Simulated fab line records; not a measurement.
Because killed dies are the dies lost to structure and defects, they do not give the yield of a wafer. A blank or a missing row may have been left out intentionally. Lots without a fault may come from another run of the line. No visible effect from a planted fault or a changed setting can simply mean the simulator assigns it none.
A struck lot beside a sound one | flow sfq line | 24 steps out of a route of 325
Sound: wafers L240.1, L240.2, L240.4. Struck: wafers L239.2, L239.3, L239.5. The cause is named last.
Each step with rows lists, per side, the tool, then ch with its chambers, then its first start. Under that, the readings that differ: sound wafers | struck wafers | difference of the means | sigmas: that difference in standard deviations of wafers without a fault.
alike: same words and numbers on both sides, and readings whose means sit less than 2 such deviations apart. not compared: any withheld reading, any reading some wafer has no value for, any bound like >300 that may hide the same value, and any number with overlapping values for which the record gives no deviation.
Wherever a step has rows on one side only, a row that says differs or no value, or a row with sigmas, the two part there. When numbers do not overlap yet have no deviation, they are printed without sigmas and do not part them. A reading missing from all wafers of one side parts the sides only when that side holds two or more wafers.

first, 2 steps without rows for these wafers: SFQ_TRILAYER_C5_STRIP_SOLV_CLEAN_156 (cleans in NMP, time 600 s); SFQ_TRILAYER_M6_DEP_PRE_CLEAN_158 (time 22.5 s).
SFQ_TRILAYER_M6_DEP_SPUTTER_157: material Nb, target thk 200 nm, time 133.3 s.
  sound on pvd sputter-05 at day 81 14:42; struck on pvd sputter-06 at day 81 12:54
  alike: base pressure pa, throttle valve pct
SFQ_M6_RS_MEAS_938: measurement is done with a four-point probe.
  sound on film metro-02 at day 81 14:47; struck on film metro-01 at day 81 13:01
  reading           | sound             | struck            | difference | sigmas
  M6_NB_RS (ohm/sq) | 0.882 0.873 0.864 | 0.890 0.904 0.890 | +0.022     | +3
then, 6 steps without rows for these wafers: SFQ_TRILAYER_M6_LITHO_COAT_164 (resist thk 62 nm); SFQ_TRILAYER_M6_LITHO_COAT_159 (resist thk 600 nm); SFQ_TRILAYER_M6_LITHO_SOFTBAKE_163; SFQ_TRILAYER_M6_LITHO_EXPOSE_160 (exposes mask M6, target cd 500 nm); SFQ_TRILAYER_M6_LITHO_PEB_162 (peb time 60 s); SFQ_TRILAYER_M6_LITHO_DEVELOP_161 (time 60 s).
-- the record jumps here: 5 days lie between the struck wafers' starts before and after --
SFQ_M6_OVL_MEAS_940:
  sound on overlay-02 at day 86 10:19; struck on overlay-01 at day 86 09:07
  alike: M6_OVL
SFQ_TRILAYER_M6_BARC_OPEN_METAL_ETCH_206: etches BARC in O2, target depth 125 nm, time 41.7 s.
  sound on rie metal-01 ch 0,1, day 86 10:21; struck on rie metal-02 ch 0,1, day 86 09:09
  no value came back on the struck wafers for any of 5 readings (bias w (W), chamber pressure mTorr (mTorr) and others); on the sound wafers bias w (W) reads 80.21 80.09 80.11
  reading                                             | sound             | struck          | difference | sigmas
  model.KrF_of_TRILAYER_M6_LITHO_COAT_159.thk nm (nm) | 520.7 519.7 519.7 | 573 574.1 574.1 | +54        |
  not compared: rf hours counter h
SFQ_TRILAYER_M6_ETCH_METAL_ETCH_162: etches Nb in Cl2/Ar, stops on SiO2, target depth 240 nm, time 120 s.
  sound on rie metal-01 ch 0,1, day 86 10:25; struck on rie metal-02 ch 0,1, day 86 09:13
  reading                                             | sound             | struck            | difference | sigmas
  oes product au (a.u.)                               | 0.895 0.904 0.913 | 0.369 0.365 0.374 | -0.535     | -84
  model.KrF_of_TRILAYER_M6_LITHO_COAT_159.thk nm (nm) | 381.7 377.2 376.5 | 432.4 433.7 432.3 | +54.3      |
  alike: bias w, chamber pressure mTorr, drypump motor current A
  not compared: rf hours counter h
SFQ_TRILAYER_M6_STRIP_STRIP_163: strips in O2.
  sound on rie metal-01 ch 0,1, day 86 10:32; struck on rie metal-02 ch 0,1, day 86 09:20
  alike: drypump motor current A, oes product au
  not compared: rf hours counter h
then, 1 step without rows for these wafers: SFQ_TRILAYER_M6_STRIP_SOLV_CLEAN_164 (cleans in NMP, time 600 s).
SFQ_TRILAYER_I6_DEP_PECVD_165: deposits SiO2 from SiH4/N2O, time 111.11 s, target thk 500 nm.
  sound on pecvd-02 ch 0,2, day 86 11:19; struck on pecvd-01 ch 0,2, day 86 10:08
  alike: heater power w, susceptor temp C, throttle valve pct
  not compared: since wet clean h
SFQ_TRILAYER_I6_CMP_CMP_166: polishes SiO2.
  sound on cmp-01 ch 0,1,2, day 86 11:53; struck on cmp-02 ch 1,2, day 86 10:12
  alike: motor current A, time to endpoint s
SFQ_I6_BOW_MEAS_941:
  sound on film metro-01 at day 86 14:23; struck on film metro-04 at day 86 13:13
  alike: I6_BOW
SFQ_TRILAYER_I6_METRO_MEASURE_167:
  sound on film metro-01 at day 86 14:31; struck on film metro-04 at day 86 13:31
  alike: thk nm
then, 3 steps without rows for these wafers: SFQ_TRILAYER_I6_VIA_LITHO_COAT_174 (resist thk 62 nm); SFQ_TRILAYER_I6_VIA_LITHO_COAT_169 (resist thk 650 nm); SFQ_TRILAYER_I6_VIA_LITHO_SOFTBAKE_173.
-- the record jumps here: 3 days lie between the struck wafers' starts before and after --
SFQ_TRILAYER_I6_VIA_LITHO_EXPOSE_170: exposes mask I6, target cd 700 nm.
  struck on krf scanner-01, day 89 19:23; sound on krf scanner-01 ch 0, day 89 20:23
  no value came back on the struck wafers for exposure dose mJ cm2, focus offset nm (nm), stage vel mm s (mm/s); on the sound wafers exposure dose mJ cm2 reads 21.321 21.328 21.336
  alike: mask
then, 1 step without rows for these wafers: SFQ_TRILAYER_I6_VIA_LITHO_PEB_172 (peb time 60 s).

== WHERE THEY PART ==
Last at SFQ_TRILAYER_I6_VIA_LITHO_EXPOSE_170 as far as this record goes, first at SFQ_M6_RS_MEAS_938.

WHY: whatever the simulator had introduced
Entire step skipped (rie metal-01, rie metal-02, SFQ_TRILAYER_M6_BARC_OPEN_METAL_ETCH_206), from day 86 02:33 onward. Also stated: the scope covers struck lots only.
